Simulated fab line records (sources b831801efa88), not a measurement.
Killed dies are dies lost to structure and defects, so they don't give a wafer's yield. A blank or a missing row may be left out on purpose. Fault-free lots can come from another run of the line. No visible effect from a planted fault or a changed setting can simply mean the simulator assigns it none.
The tool behind it: which one? ; flow sky130 ; 12 lots (36 wafers sampled), 1 step of a 708-step route

WHAT EACH GAUGE READ, for each wafer
SKY_FIELD_ISO_CD_MEAS_13 targets a cd of 150 nm.
lot;measured;on;cdNm (nm)
L075;day 2 11:47;cdSem-01;151.2 151.2 151.4
L077;day 2 23:11;cdSem-01;149.5 150.7 150.5
L079;day 3 07:32;cdSem-01;150.7 150.0 151.1
L081;day 3 17:28;cdSem-02;152.0 151.1 149.8
L083;day 4 04:14;cdSem-02;149.6 152.0 150.1
L085;day 4 17:59;cdSem-02;149.0 150.1 149.3
L087;day 5 02:46;cdSem-02;149.3 149.8 150.6
L089;day 5 08:10;cdSem-01;151.2 151.2 153.1
L091;day 5 22:43;cdSem-01;150.6 151.1 150.6
L093;day 6 07:19;cdSem-02;151.3 150.9 148.9
L095;day 6 18:35;cdSem-02;149.5 148.6 148.9
L097;day 7 05:11;cdSem-02;150.0 148.7 149.0

WHICH TOOL RAN EACH LOT (tool, then ch and the chambers of the sampled wafers, then the start)
No process step before these readings appears in the record.

THE ANSWER, worked out from the rows above alone
Rule: usual is defined by the lots themselves. The widest of any qualifying gaps counts: lots, ordered by their means at a reading, are off when they make up no more than a third of the lots, leave a main group of 4 or more, and stand apart from it by 3 or more times the standard deviation of that group's means. If all means in a main group match to the digits the tables above print for the reading, that group is not used. Also off: a lot with no number at a reading for which 4 or more lots have one. The other lots that the step has rows for count as sound.
None of the lots is off at any reading shown; this tells nothing.

WHAT WAS PUT IN BY THE SIMULATOR
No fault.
